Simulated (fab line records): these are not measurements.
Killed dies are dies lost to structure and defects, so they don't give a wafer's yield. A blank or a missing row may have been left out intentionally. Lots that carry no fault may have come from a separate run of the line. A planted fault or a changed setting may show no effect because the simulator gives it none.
8D (eight disciplines) problem report, filled in by code || flow sky130 || the parts of the form that need people (team, actions taken, sign-off) are left out

== 1. WHAT IS WRONG ==
Mean of oes_product_au at SKY_METAL4_METAL_ETCH_18: 0.892 a.u. across 3 wafers in 3 lots; on wafers with no fault it is 0.865 a.u. (standard deviation 0.0058). That puts it +4.6 standard deviations away from the usual mean.
The step: etches the open film in Cl2/BCl3, stops on SiO2, target depth 845 nm, time 183.1 s.
First seen on wafer L300.3, day 43 12:50, on rie_metal-03. The record has a number at this step for 32 wafers belonging to 11 lots. Rule for "out" (also "out of limits"): further than 4 standard deviations from the usual mean. Any other wafer with a number is counted as sound.

== 2. WHAT IT IS AND WHAT IT IS NOT ==
{"question": "which readings at this step", "is": "oes_product_au", "is not": "chamber_pressure_mTorr, drypump_motor_current_A, mfc_cl2_sccm, throttle_valve_pct"}
{"question": "which lots", "is": "L300, L303, L307", "is not": "L295, L296, L298, L299, L301, L302, L311, L317"}
{"question": "which wafers of those lots", "is": "L300.3, L303.3, L307.1", "is not": "L300.2, L300.6, L303.4, L303.5, L307.6"}
{"question": "read on which tools", "is": "rie_metal-03, rie_metal-04", "is not": "rie_metal-01"}
{"question": "when", "is": "from day 43 12:50", "is not": "up to then (14 sound wafers); but 15 sound wafers of L301, L302, L303, L307, L311, L317 came after"}

== 3. WHAT RULES OUT EACH SUSPECT ==
Counting: if a tool at a process step up to the reading ran every lot that is out, it stays a suspect. Sound lots after the first of them don't rule it out here, since some wafers of a struck lot are sound.
- pvd_sputter-02 at SKY_METAL4_SPUTTER_02 (material AlCu, target thk 735 nm, time 39.1 s): kept. It ran every lot that is out, first L300 (day 41 13:41); its last sound lot up to then is L299 (day 41 07:26).
- pvd_sputter-02 at SKY_METAL4_SPUTTER_04 (material TiN, target thk 70 nm, time 58.3 s): kept. It ran every lot that is out, first L300 (day 41 13:45); its last sound lot up to then is L299 (day 41 07:30).
Remaining after the count are pvd_sputter-02 at SKY_METAL4_SPUTTER_02 and pvd_sputter-02 at SKY_METAL4_SPUTTER_04.

== 4. THE CAUSE (what the simulator had put in) ==
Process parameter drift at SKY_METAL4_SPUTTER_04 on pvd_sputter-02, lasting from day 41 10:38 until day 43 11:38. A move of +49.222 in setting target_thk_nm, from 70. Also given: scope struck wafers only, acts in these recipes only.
This tool is one of the 2 suspects left after counting.

== 5. THE CHAIN OF EFFECTS, in route order ==
Rows list readings where the struck wafers' mean (over those with a number) sits beyond 3 standard deviations from the usual. Only readings whose record carries a usual standard deviation are examined. hours: median over the lots of the time between each lot's start at the first step of this table that gives one and its start at this step. sigmas: the change, counted in usual standard deviations.
{"hours": 0, "step": "SKY_METAL4_METAL_ETCH_18", "reading": "oes_product_au", "usual": "0.865 a.u.", "on struck wafers": 0.892, "change": "+0.027", "sigmas": "+4.6"}
It contains these process steps:
- SKY_METAL4_METAL_ETCH_18: etches the open film in Cl2/BCl3, stops on SiO2, target depth 845 nm, time 183.1 s.

== 6. HOW IT WOULD HAVE BEEN CAUGHT EARLIER ==
In this record no reading fell out of limits until day 43 12:50, 50 hours after the fault had begun at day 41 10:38.
Of the tool readings at SKY_METAL4_SPUTTER_04 for which the record gives a usual standard deviation, none was out on any struck wafer, so an alarm limit of 4 standard deviations on them would not have fired.
Lots out: 3; all had begun SKY_METAL4_SPUTTER_04 on pvd_sputter-02 by day 43 12:50. None of them would have been spared by holding the tool at that moment.
